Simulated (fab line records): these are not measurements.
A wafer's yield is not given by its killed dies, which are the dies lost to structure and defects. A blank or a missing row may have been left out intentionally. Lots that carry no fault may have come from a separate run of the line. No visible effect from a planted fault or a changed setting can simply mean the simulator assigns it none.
fab line records -- flow sky130
record lots=12, wafers=36, lastDay=50
route steps=708 shown METAL4@635 METAL5@666 PASSIVATION@683 PAD_OPEN@701
lots untouched by any fault: they come from a run of this same line in which no faults occurred
startH: hours from the record's first day to the start of the lot's first wafer shown -- waitH: hours elapsed since this lot's preceding step -- " same as the row above -- L1.1+2: a row that stands for several wafers -- - value missing, or start not given -- * or withheld: withheld -- < > ~ a bound
route shown NAME@n: NAME is a module with steps in the file, n the number in the route of the first one -- usual: mean and standard deviation over wafers with no fault -- same: alike in all rows -- chamber/n: place in a boat -- sites: per-site readings -- _std_site: standard deviation of those values -- _edge_site: inner sites' mean taken away from outer sites' mean -- radiusMm: how far each site lies from the wafer's centre -- mask NAME#n: copy n -- behind: the last tool/chamber to shape the wafer -- hold: why the lot was held/for how many hours/how that ended -- device: the transistor (n, p or np) that didn't switch -- end of line: the route-end tests of the same wafers -- where a step has no rows: the recipe by itself -- killed: dies lost to structure and defects at the first sort, not the wafer's yield -- map: shows each die of a wafer: x if killed, . if not, _ if none is there
set.NAME: the setting that was run; set.NAME@STEP: the one run at that earlier step -- model.NAME: the simulator's own value behind a step, which no gauge read
the route's steps for a sample of lots (tables are steps, rows are wafers)
services: from which hour (startH, from the record's first day; less than 0 if before it) a tool's chamber was out of use, for how many hours, and why
## steps
# step SKY_METAL4_STRIP_19
# recipe chemistry=O2/N2, powerW=1400, pressureMtorr=1500, platenTempC=withheld, o2FlowSccm=3000, n2FlowSccm=300, overashFraction=0.5
# usual drypumpMotorCurrentA=5.5/0.36, oesProductAu=0.501/0.005, stripTimeToEndpointS=6.51/0.07
# same overashFraction=0.5
lot.wafer,tool,chamber,startH,waitH,drypumpMotorCurrentA,oesProductAu,rfHoursCounterH,stripTimeToEndpointS
L801.1,plasmaAsher-03,0,1002.75,0.1,5.3,0.501,55,6.54
L801.2,plasmaAsher-03,1,1002.75,0.1,5.4,0.499,55,6.40
L801.3,plasmaAsher-03,1,1002.75,0.1,5.4,0.502,-,6.52
L802.1,plasmaAsher-03,0,1006.27,0.1,5.3,0.503,56,6.51
L802.3,plasmaAsher-03,0,1006.27,0.1,5.3,0.498,-,6.46
L802.6,plasmaAsher-03,1,1006.27,0.1,5.4,0.506,-,6.54
L803.4,plasmaAsher-01,1,1011.76,0.2,5.3,0.502,-,6.51
L803.5,plasmaAsher-01,0,1011.76,0.2,5.3,0.499,-,6.49
L803.6,plasmaAsher-01,1,1011.76,0.2,5.4,0.505,-,6.53
L804.2,plasmaAsher-01,0,1023.45,0.2,5.4,0.513,92,6.64
L804.3,plasmaAsher-01,1,1023.45,0.2,5.3,0.506,-,6.60
L804.4,plasmaAsher-01,0,1023.45,0.2,5.4,0.500,-,6.59
L806.3,plasmaAsher-02,0,1041.53,0.1,6.4,0.504,-,6.46
L806.4,plasmaAsher-02,1,1041.53,0.1,5.4,0.510,-,6.61
L806.5,plasmaAsher-02,0,1041.53,0.1,6.4,0.503,-,6.46
L807.2,plasmaAsher-02,0,1042.37,0.1,6.4,0.500,31,6.51
L807.3,plasmaAsher-02,1,1042.37,0.1,5.4,0.499,-,6.49
L807.4,plasmaAsher-02,0,1042.37,0.1,6.4,0.499,-,6.51
L809.3,plasmaAsher-01,1,1052.80,0.1,5.3,0.501,-,6.54
L809.4,plasmaAsher-01,0,1052.80,0.1,5.4,0.513,-,6.62
L809.5,plasmaAsher-01,0,1052.80,0.1,5.4,0.499,-,6.53
L813.1,plasmaAsher-01,0,1079.95,0.1,5.4,0.499,98,6.53
L813.2,plasmaAsher-01,1,1079.95,0.1,5.3,0.494,98,6.54
L813.4,plasmaAsher-01,1,1079.95,0.1,5.3,0.497,-,6.47
L817.1,plasmaAsher-03,1,1089.87,0.3,5.4,0.500,64,6.47
L817.5,plasmaAsher-03,1,1089.87,0.3,5.4,0.499,-,6.49
L817.6,plasmaAsher-03,0,1089.87,0.3,5.3,0.503,-,6.46
L816.1,plasmaAsher-03,0,1091.35,0.3,5.2,0.505,65,6.50
L816.2,plasmaAsher-03,1,1091.35,0.3,5.4,0.499,65,6.49
L816.5,plasmaAsher-03,1,1091.35,0.3,5.4,0.500,-,6.53
L819.1,plasmaAsher-02,0,1106.55,0.1,6.3,0.505,37,6.58
L819.3,plasmaAsher-02,1,1106.55,0.1,5.4,0.500,-,6.50
L819.6,plasmaAsher-02,1,1106.55,0.1,5.4,0.502,-,6.55
L820.4,plasmaAsher-03,0,1112.98,0.1,5.2,0.501,-,6.64
L820.5,plasmaAsher-03,0,1112.98,0.1,5.3,0.492,-,6.45
L820.6,plasmaAsher-03,1,1112.98,0.1,5.4,0.500,-,6.54
# step SKY_METAL5_RS_MEAS_05
# recipe thkMeasGauge=four-point-probe, reads=TiN_of_METAL5_SPUTTER_04+Ti_of_METAL5_SPUTTER_03+AlCu_of_METAL5_SPUTTER_02+TiN_of_METAL5_SPUTTER_01+Ti_of_METAL5_SPUTTER_00
# usual METAL5_ALCU_RS=0.0270/0.00035
lot.wafer,tool,chamber,startH,waitH,METAL5_ALCU_RS[ohm/sq]
L801.1,filmMetro-01,-,1027.71,0.0,0.0269
L801.2,filmMetro-01,-,1027.71,0.0,0.0269
L801.3,filmMetro-01,-,1027.71,0.0,0.0269
L802.1,filmMetro-04,-,1031.19,0.0,0.0272
L802.3,filmMetro-04,-,1031.19,0.0,0.0273
L802.6,filmMetro-04,-,1031.19,0.0,0.0271
L803.4,filmMetro-03,-,1036.68,0.1,0.0267
L803.5,filmMetro-03,-,1036.68,0.1,0.0268
L803.6,filmMetro-03,-,1036.68,0.1,0.0266
L804.2,filmMetro-04,-,1047.00,0.0,0.0273
L804.3,filmMetro-04,-,1047.00,0.0,0.0271
L804.4,filmMetro-04,-,1047.00,0.0,0.0271
L806.3,filmMetro-01,-,1065.07,0.1,0.0271
L806.4,filmMetro-01,-,1065.07,0.1,0.0270
L806.5,filmMetro-01,-,1065.07,0.1,0.0270
L807.2,filmMetro-01,-,1066.87,0.0,0.0274
L807.3,filmMetro-01,-,1066.87,0.0,0.0275
L807.4,filmMetro-01,-,1066.87,0.0,0.0277
L809.3,filmMetro-04,-,1076.74,0.1,0.0271
L809.4,filmMetro-04,-,1076.74,0.1,0.0271
L809.5,filmMetro-04,-,1076.74,0.1,0.0270
L813.1,filmMetro-01,-,1103.87,0.0,0.0273
L813.2,filmMetro-01,-,1103.87,0.0,0.0274
L813.4,filmMetro-01,-,1103.87,0.0,0.0274
L817.1,filmMetro-03,-,1113.51,0.0,0.0273
L817.5,filmMetro-03,-,1113.51,0.0,0.0274
L817.6,filmMetro-03,-,1113.51,0.0,0.0271
L816.1,filmMetro-01,-,1114.54,0.0,0.0269
L816.2,filmMetro-01,-,1114.54,0.0,0.0270
L816.5,filmMetro-01,-,1114.54,0.0,0.0270
L819.1,filmMetro-01,-,1129.45,0.0,0.0262
L819.3,filmMetro-01,-,1129.45,0.0,0.0264
L819.6,filmMetro-01,-,1129.45,0.0,0.0262
L820.4,filmMetro-01,-,1135.17,0.1,0.0264
L820.5,filmMetro-01,-,1135.17,0.1,0.0266
L820.6,filmMetro-01,-,1135.17,0.1,0.0269
# step SKY_PASSIVATION_CVD_02
# recipe material=Si3N4, targetThkNm=540, tempC=400, timeS=withheld, rfW=450
# usual heaterPowerW=677/110
lot.wafer,tool,chamber,startH,waitH,heaterPowerW
L801.1,pecvd-01,1,1050.17,0.1,657
L801.2,pecvd-01,0,1050.17,0.1,714
L801.3,pecvd-01,2,1050.17,0.1,677
L802.1,pecvd-02,1,1053.48,0.1,915
L802.3,pecvd-02,2,1053.48,0.1,708
L802.6,pecvd-02,0,1053.48,0.1,460
L803.4,pecvd-02,2,1058.67,0.1,640
L803.5,pecvd-02,2,1058.67,0.1,669
L803.6,pecvd-02,0,1058.67,0.1,583
L804.2,pecvd-02,2,1069.06,0.0,565
L804.3,pecvd-02,0,1069.06,0.0,590
L804.4,pecvd-02,2,1069.06,0.0,612
L806.3,pecvd-02,0,1087.86,0.0,531
L806.4,pecvd-02,2,1087.86,0.0,703
L806.5,pecvd-02,0,1087.86,0.0,558
L807.2,pecvd-01,2,1089.36,0.0,581
L807.3,pecvd-01,1,1089.36,0.0,716
L807.4,pecvd-01,0,1089.36,0.0,744
L809.3,pecvd-02,1,1098.86,0.0,851
L809.4,pecvd-02,0,1098.86,0.0,506
L809.5,pecvd-02,1,1098.86,0.0,873
L813.1,pecvd-02,0,1124.31,0.1,491
L813.2,pecvd-02,1,1124.31,0.1,760
L813.4,pecvd-02,2,1124.31,0.1,553
L817.1,pecvd-01,1,1133.97,0.1,598
L817.5,pecvd-01,1,1133.97,0.1,649
L817.6,pecvd-01,0,1133.97,0.1,748
L816.1,pecvd-04,2,1135.31,0.1,708
L816.2,pecvd-04,0,1135.31,0.1,668
L816.5,pecvd-04,1,1135.31,0.1,743
L819.1,pecvd-01,0,1149.86,0.1,733
L819.3,pecvd-01,1,1149.86,0.1,735
L819.6,pecvd-01,1,1149.86,0.1,742
L820.4,pecvd-02,2,1155.59,0.1,675
L820.5,pecvd-02,0,1155.59,0.1,480
L820.6,pecvd-02,1,1155.59,0.1,942
# step SKY_PAD_OPEN_ETCH_07
# recipe chemistry=CF4/O2, targetDepthNm=725, stopOn=AlCu, sourceW=800, biasW=150, pressureMtorr=150, cf4FlowSccm=80, O2_flow_sccm=10, timeS=161.1
# usual drypumpMotorCurrentA=5.7/0.65, oesProductAu=0.978/0.0065, throttleValvePct=5.966/0.0087
lot.wafer,tool,chamber,startH,waitH,drypumpMotorCurrentA,oesProductAu,rfHoursCounterH,throttleValvePct
L801.1,rieDiel-01,3,1093.54,-,5.2,0.970,13,5.950
L801.2,rieDiel-01,1,1093.54,-,4.8,0.975,13,5.967
L801.3,rieDiel-01,0,1093.54,-,5.6,0.979,16,5.976
L802.1,rieDiel-02,2,1097.11,-,5.0,0.972,2,5.971
L802.3,rieDiel-02,3,1097.11,-,5.7,0.970,10,5.967
L802.6,rieDiel-02,1,1097.11,-,5.9,0.977,-,5.975
L803.4,rieDiel-03,1,1101.82,-,5.7,0.984,10,5.970
L803.5,rieDiel-03,2,1101.82,-,5.6,0.980,-,5.975
L803.6,rieDiel-03,3,1101.82,-,5.6,0.977,-,5.973
L804.2,rieDiel-01,3,1111.51,-,5.2,0.983,14,5.975
L804.3,rieDiel-01,1,1111.51,-,4.8,0.983,14,5.969
L804.4,rieDiel-01,2,1111.51,-,6.7,0.979,19,5.966
L806.3,rieDiel-01,1,1128.46,-,4.9,0.979,14,5.956
L806.4,rieDiel-01,2,1128.46,-,6.7,0.982,19,5.972
L806.5,rieDiel-01,3,1128.46,-,5.2,0.980,-,5.954
L807.2,rieDiel-02,2,1130.39,-,5.0,0.967,3,5.955
L807.3,rieDiel-02,0,1130.39,-,6.6,0.984,20,5.963
L807.4,rieDiel-02,3,1130.39,-,5.6,0.990,12,5.975
L809.3,rieDiel-02,0,1139.06,-,6.6,0.977,20,5.959
L809.4,rieDiel-02,0,1139.06,-,6.6,0.976,-,5.972
L809.5,rieDiel-02,1,1139.06,-,5.9,0.989,-,5.966
L813.1,rieDiel-02,0,1163.42,-,6.6,0.976,21,5.964
L813.2,rieDiel-02,3,1163.42,-,5.7,0.976,13,5.962
L813.4,rieDiel-02,0,1163.42,-,6.5,0.990,-,5.960
L817.1,rieDiel-01,3,1170.12,-,5.2,0.976,17,5.975
L817.5,rieDiel-01,3,1170.12,-,5.3,0.985,-,5.974
L817.6,rieDiel-01,0,1170.12,-,5.6,0.984,-,5.936
L816.1,rieDiel-02,3,1172.92,-,5.7,0.970,13,5.969
L816.2,rieDiel-02,2,1172.92,-,5.0,0.981,5,5.962
L816.5,rieDiel-02,2,1172.92,-,5.0,0.985,-,5.956
L819.1,rieDiel-02,1,1184.97,-,5.9,0.969,20,5.979
L819.3,rieDiel-02,0,1184.97,-,6.6,0.985,22,5.955
L819.6,rieDiel-02,0,1184.97,-,6.6,0.979,-,5.975
L820.4,rieDiel-02,3,1189.72,-,5.7,0.981,14,5.962
L820.5,rieDiel-02,1,1189.72,-,5.9,0.973,-,5.961
L820.6,rieDiel-02,2,1189.72,-,5.0,0.986,-,5.968
# step SKY_PAD_OPEN_PROBE_99
# usual defectLimitedYield=82.3/1.9, killed_at_M0_to_M3=43/7.4, killed_at_M4_up=3.3/2, killedAtContacts=24/5.4, killedAtFrontEnd=16/4.2, killedAtOther=0.3/0.61, killedDies=87/9.4, killedOpen=47/7.3, killedShort=40/6.7, sort_bin_3_pad_short=0.9/0.43, sort_bin_5_function=10.4/1.4, sort_bin_6_memory=6.4/1.2, sortNPass=405/9.4, sortYieldPct=82.3/1.9
# same grossDies=492, killedAtBackSide=0, sort_bin_4_leakage[%]=0, sort_bin_8_speed[%]=0
lot.wafer,tool,chamber,startH,waitH,defectLimitedYield[%],killed_at_M0_to_M3,killed_at_M4_up,killedAtContacts,killedAtFrontEnd,killedAtOther,killedDies,killedOpen,killedShort,sort_bin_3_pad_short[%],sort_bin_5_function[%],sort_bin_6_memory[%],sortNPass,sortYieldPct[%]
L803.4,prober-01,-,1104.28,0.2,80.3,49,3,28,16,1,97,48,47,0.8,13.2,5.7,395,80.3
L803.5,prober-01,-,1104.33,0.2,80.5,50,5,27,14,0,96,60,32,0.4,12.0,7.1,396,80.5
L803.6,prober-01,-,1104.38,0.2,80.3,45,4,36,12,0,97,58,36,0.8,13.8,5.1,395,80.3
L804.2,prober-02,-,1113.88,0.1,83.7,44,2,17,16,1,80,39,41,0.6,9.1,6.5,412,83.7
L804.3,prober-02,-,1113.93,0.2,83.3,29,3,33,17,0,82,41,40,0.6,10.8,5.3,410,83.3
L804.4,prober-02,-,1113.98,0.2,82.7,36,4,29,16,0,85,55,30,0.4,10.4,6.5,407,82.7
L807.2,prober-01,-,1133.10,0.1,83.5,48,5,17,11,0,81,44,37,1.0,9.6,5.9,411,83.5
L807.3,prober-01,-,1133.15,0.2,84.1,37,1,26,14,0,78,46,32,0.8,9.3,5.7,414,84.1
L807.4,prober-01,-,1133.20,0.2,80.7,59,5,20,11,0,95,45,50,1.4,11.6,6.3,397,80.7
L809.3,prober-01,-,1141.48,0.2,82.3,47,3,18,18,1,87,48,39,0.4,12.8,4.5,405,82.3
L809.4,prober-01,-,1141.53,0.2,75.0,37,43,26,17,0,123,40,43,4.1,14.6,6.3,369,75.0
L809.5,prober-01,-,1141.58,0.2,77.6,37,39,25,9,0,110,47,29,3.3,12.6,6.5,382,77.6
L813.1,prober-02,-,1165.78,0.1,75.4,31,42,29,19,0,121,45,35,3.0,16.1,5.5,371,75.4
L813.2,prober-02,-,1165.83,0.1,82.3,47,5,20,15,0,87,37,50,1.2,9.3,7.1,405,82.3
L813.4,prober-02,-,1165.93,0.2,87.4,26,1,19,16,0,62,38,24,0.4,7.9,4.3,430,87.4
L816.1,prober-02,-,1175.32,0.1,82.3,43,5,19,20,0,87,46,41,0.8,11.0,5.9,405,82.3
L816.2,prober-02,-,1175.37,0.1,79.9,53,3,26,17,0,99,44,55,2.0,10.8,7.3,393,79.9
L816.5,prober-02,-,1175.52,0.2,82.7,46,1,27,11,0,85,42,42,0.2,10.4,6.7,407,82.7
L819.1,prober-02,-,1187.33,0.1,86.0,28,1,26,14,0,69,42,26,0.8,7.1,6.1,423,86.0
L819.3,prober-02,-,1187.43,0.2,84.1,41,1,23,13,0,78,47,31,1.2,9.3,5.3,414,84.1
L819.6,prober-02,-,1187.58,0.2,80.7,40,3,28,24,0,95,56,37,0.4,11.4,7.5,397,80.7
# killed by level:class
L803.4 METAL1:geometricParticle:short=10 LI_CONTACT:geometricParticle:open=7 CONTACT:geometricParticle:short=7 CONTACT:geometricParticle:open=7 METAL2:geometricParticle:short=7 VIA2:geometricParticle:open=7 VIA3:geometricParticle:open=6 VIA1:geometricParticle:open=5
L803.5 LI_CONTACT:geometricParticle:open=13 VIA1:geometricParticle:open=11 VIA3:geometricParticle:open=8 CONTACT:geometricParticle:open=7 FIELD_ISO:geometricParticle:open=6 METAL2:geometricParticle:short=6 METAL1:geometricParticle:short=6 CONTACT:geometricParticle:short=5
L803.6 LI_CONTACT:geometricParticle:open=14 CONTACT:geometricParticle:open=13 VIA1:geometricParticle:short=8 VIA1:geometricParticle:open=8 CONTACT:geometricParticle:short=6 METAL1:geometricParticle:short=5 VIA2:geometricParticle:open=5 FIELD_ISO:geometricParticle:open=4
L804.2 CONTACT:geometricParticle:open=9 METAL1:geometricParticle:short=8 METAL2:geometricParticle:short=8 VIA3:geometricParticle:open=6 VIA2:geometricParticle:open=5 FIELD_ISO:geometricParticle:short=4 VIA1:geometricParticle:short=4 VIA1:geometricParticle:open=4
L804.3 LI_CONTACT:geometricParticle:open=10 LI_CONTACT:geometricParticle:short=6 METAL2:geometricParticle:short=6 CONTACT:geometricParticle:short=6 CONTACT:geometricParticle:open=6 VIA1:geometricParticle:open=6 FIELD_ISO:geometricParticle:open=4 METAL1:geometricParticle:short=4
L804.4 VIA1:geometricParticle:open=12 CONTACT:geometricParticle:open=11 LI_CONTACT:geometricParticle:open=7 VIA2:geometricParticle:open=7 CONTACT:geometricParticle:short=5 POLY_GATE:geometricParticle:open=4 LI_CONTACT:geometricParticle:short=4 METAL1:geometricParticle:short=4
L807.2 VIA1:geometricParticle:open=12 VIA2:geometricParticle:open=8 CONTACT:geometricParticle:open=6 VIA1:geometricParticle:short=6 VIA3:geometricParticle:open=6 VIA3:geometricParticle:short=5 FIELD_ISO:geometricParticle:short=4 VIA2:geometricParticle:short=4
L807.3 LI_CONTACT:geometricParticle:open=10 VIA1:geometricParticle:open=8 CONTACT:geometricParticle:open=6 VIA1:geometricParticle:short=5 FIELD_ISO:geometricParticle:open=4 LOCAL_INTERCONNECT:geometricParticle:short=4 CONTACT:geometricParticle:short=4 METAL2:geometricParticle:short=4
L807.4 VIA1:geometricParticle:open=14 METAL2:geometricParticle:short=12 VIA3:geometricParticle:open=8 METAL1:geometricParticle:short=7 VIA2:geometricParticle:open=6 VIA1:geometricParticle:short=6 CONTACT:geometricParticle:short=6 FIELD_ISO:geometricParticle:short=4
L809.3 VIA1:geometricParticle:open=10 VIA1:geometricParticle:short=9 CONTACT:geometricParticle:open=7 VIA3:geometricParticle:open=6 POLY_GATE:geometricParticle:short=5 LI_CONTACT:geometricParticle:open=5 VIA2:geometricParticle:open=5 CONTACT:geometricParticle:short=4
L809.4 METAL4:unspecified=40 VIA1:geometricParticle:open=7 LOCAL_INTERCONNECT:geometricParticle:short=7 METAL1:geometricParticle:short=7 VIA3:geometricParticle:open=6 LI_CONTACT:geometricParticle:open=6 CONTACT:geometricParticle:short=6 POLY_GATE:geometricParticle:open=4
L809.5 METAL4:unspecified=34 VIA1:geometricParticle:open=18 LI_CONTACT:geometricParticle:open=10 CONTACT:geometricParticle:open=10 METAL1:geometricParticle:short=4 VIA3:geometricParticle:short=4 POLY_GATE:geometricParticle:short=3 LI_CONTACT:geometricParticle:short=3
L813.1 METAL4:unspecified=40 CONTACT:geometricParticle:short=9 CONTACT:geometricParticle:open=8 VIA2:geometricParticle:open=8 VIA1:geometricParticle:open=8 POLY_GATE:geometricParticle:open=5 METAL2:geometricParticle:short=5 FIELD_ISO:geometricParticle:short=4
L813.2 METAL2:geometricParticle:short=10 CONTACT:geometricParticle:open=9 VIA1:geometricParticle:open=9 CONTACT:geometricParticle:short=6 METAL1:geometricParticle:short=6 VIA1:geometricParticle:short=6 METAL3:geometricParticle:short=5 METAL4:geometricParticle:short=5
L813.4 POLY_GATE:geometricParticle:open=6 LI_CONTACT:geometricParticle:open=6 CONTACT:geometricParticle:open=6 VIA2:geometricParticle:open=6 POLY_GATE:geometricParticle:short=4 VIA1:geometricParticle:open=3 METAL2:geometricParticle:short=3 VIA2:geometricParticle:short=3
L816.1 VIA1:geometricParticle:open=9 FIELD_ISO:geometricParticle:short=6 METAL2:geometricParticle:short=6 LOCAL_INTERCONNECT:geometricParticle:short=6 VIA3:geometricParticle:open=6 POLY_GATE:geometricParticle:open=5 CONTACT:geometricParticle:open=5 FIELD_ISO:geometricParticle:open=4
L816.2 CONTACT:geometricParticle:open=10 METAL2:geometricParticle:short=9 VIA2:geometricParticle:open=8 VIA1:geometricParticle:short=8 FIELD_ISO:geometricParticle:short=7 VIA1:geometricParticle:open=7 VIA3:geometricParticle:open=7 LOCAL_INTERCONNECT:geometricParticle:short=6
L816.5 VIA1:geometricParticle:open=11 LI_CONTACT:geometricParticle:open=9 METAL1:geometricParticle:short=7 CONTACT:geometricParticle:open=7 VIA1:geometricParticle:short=6 CONTACT:geometricParticle:short=5 METAL2:geometricParticle:short=5 LOCAL_INTERCONNECT:geometricParticle:short=4
L819.1 CONTACT:geometricParticle:open=12 LI_CONTACT:geometricParticle:open=9 VIA1:geometricParticle:open=9 METAL2:geometricParticle:short=5 FIELD_ISO:geometricParticle:short=4 VIA2:geometricParticle:open=4 POLY_GATE:geometricParticle:short=3 CONTACT:geometricParticle:short=3
L819.3 VIA3:geometricParticle:open=11 VIA1:geometricParticle:open=8 CONTACT:geometricParticle:open=7 VIA2:geometricParticle:open=7 METAL2:geometricParticle:short=7 CONTACT:geometricParticle:short=6 LI_CONTACT:geometricParticle:open=4 FIELD_ISO:geometricParticle:short=3
L819.6 CONTACT:geometricParticle:open=12 FIELD_ISO:geometricParticle:open=10 VIA2:geometricParticle:open=9 LI_CONTACT:geometricParticle:open=6 VIA3:geometricParticle:open=6 VIA1:geometricParticle:open=6 CONTACT:geometricParticle:short=5 VIA2:geometricParticle:short=4
## services
tool,chamber,startH,hours,kind
pecvd-02,0,997.27,20.2,repair
pecvd-01,-,1005.45,0.7,repair
rieDiel-02,1,1023.04,21.3,repair
pecvd-01,2,1029.87,6.6,repair
rieDiel-01,0,1038.02,4.0,repair
rieDiel-03,2,1043.98,2.8,repair
pecvd-01,-,1051.59,1.1,repair
pecvd-02,1,1053.95,17.3,repair
plasmaAsher-02,-,1057.23,2.8,pm
rieDiel-02,3,1058.18,2.2,repair
pecvd-04,1,1071.22,5.1,repair
rieDiel-02,2,1071.29,8.0,repair
rieDiel-02,-,1072.31,5.8,repair
rieDiel-02,0,1081.04,14.2,repair
pecvd-04,1,1092.12,7.9,repair
plasmaAsher-03,-,1094.04,4.5,repair
plasmaAsher-01,-,1103.63,2.1,repair
pecvd-01,-,1112.88,1.5,repair
rieDiel-01,-,1122.79,0.8,repair
plasmaAsher-02,-,1130.84,14.6,pm
rieDiel-02,3,1135.18,5.8,repair
pecvd-01,-,1139.96,1.8,repair
rieDiel-02,1,1156.71,8.0,repair
rieDiel-01,-,1167.11,0.4,repair
## key
firstSign step=SKY_PAD_OPEN_PROBE_99, reading=killed_at_M4_up, direction=up, sigmas=19, usual=3.3, struck=41.3
effect step=SKY_PAD_OPEN_PROBE_99, reading=sort_bin_3_pad_short, direction=up, sigmas=5.9, usual=0.9, struck=3.5
metAt SKY_METAL4_STRIP_19
struckLots L809,L813
struckWafers L809.4,L809.5,L813.1
notActingAt SKY_METAL5_RS_MEAS_05,SKY_PASSIVATION_CVD_02,SKY_PAD_OPEN_ETCH_07
onsetBetween 1023.45 1052.80
fault kind=chamberParticleSource, tool=plasmaAsher-01, chamber=0, onsetH=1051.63, steps=SKY_METAL4_STRIP_19, ratePerVisitCm2=1.6427, endH=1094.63
